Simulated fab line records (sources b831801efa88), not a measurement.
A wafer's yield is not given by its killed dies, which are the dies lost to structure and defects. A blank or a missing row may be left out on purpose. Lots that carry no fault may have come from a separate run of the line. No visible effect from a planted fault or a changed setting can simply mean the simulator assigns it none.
Matching of chambers | flow gf180mcu | 4 sister chambers for GF_POLY_GATE_ETCH_13 on rieSi-02
The step etches poly-Si in HBr/Cl2, stops on SiO2, target depth 198.5 nm, time 69.6 s. 14 wafers are shown with their chamber, then 7 later ones without.

== EACH WAFER AND ITS CHAMBER ==
wafer  | chamber | drypumpMotorCurrentA (A) | oesProductAu (a.u.) | throttleValvePct (%)
L171.2 | 2       | 5.65                     | 0.995               | 33.671
L171.4 | 0       | 4.91                     | 0.984               | 33.681
L171.5 | 1       | 5.72                     | 0.992               | 33.695
L174.1 | 0       | 4.90                     | 0.992               | 33.693
L174.2 | 2       | 5.66                     | 0.999               | 33.678
L174.6 | 3       | 5.43                     | 0.999               | 33.695
L175.2 | 0       | 4.94                     | 0.988               | 33.683
L175.4 | 1       | 5.73                     | 1.000               | 33.683
L175.5 | 2       | 5.63                     | 1.002               | 33.680
L178.2 | 0       | 4.94                     | 0.989               | 33.675
L178.4 | 2       | 5.63                     | 0.991               | 33.684
L178.6 | 3       | 5.45                     | 1.002               | 33.691
L184.3 | 3       | 5.42                     | 0.997               | 33.678
L184.4 | 2       | 5.63                     | 1.008               | 33.680

SIGNATURES, as means of the wafers listed above
reading              | chamber 0 | chamber 1 | chamber 2 | chamber 3 | scatter within a chamber
drypumpMotorCurrentA | 4.9225    | 5.7250    | 5.6400    | 5.4333    | 0.0161
oesProductAu         | 0.98825   | 0.99600   | 0.99900   | 0.99933   | 0.00497
throttleValvePct     | 33.68300  | 33.68900  | 33.67860  | 33.68800  | 0.00699
Rule: distance of a wafer from a chamber = root of the sum over the readings of ((wafer's reading minus chamber's mean) / reading's scatter) squared. If the next closest chamber is less than 2 further off than the closest, the wafer can't be placed; otherwise it belongs to the closest. The scatter: take each reading less its chamber's mean, square it, sum over the shown wafers, divide by the number of wafers less the number of chambers, and take the root.

== WAFERS WHOSE CHAMBER IS MISSING ==
wafer  | drypumpMotorCurrentA (A) | oesProductAu (a.u.) | throttleValvePct (%)
L184.5 | 5.43                     | 0.995               | 33.689
L186.2 | 5.64                     | 0.986               | 33.689
L186.4 | 5.75                     | 0.989               | 33.682
L186.5 | 5.61                     | 0.998               | 33.697
L189.3 | 4.94                     | 0.981               | 33.674
L189.4 | 5.74                     | 0.979               | 33.694
L189.6 | 5.61                     | 0.985               | 33.688

== THE CHAMBER EACH PASSED THROUGH ==
wafer  | from the rows above | in truth
L184.5 | 3                   | 3
L186.2 | 2                   | 2
L186.4 | 1                   | 1
L186.5 | 2                   | 2
L189.3 | 0                   | 0
L189.4 | 1                   | 1
L189.6 | 2                   | 2
7 of 7 placed correctly. Number that these rows cannot place: 0. 0 placed wrongly.
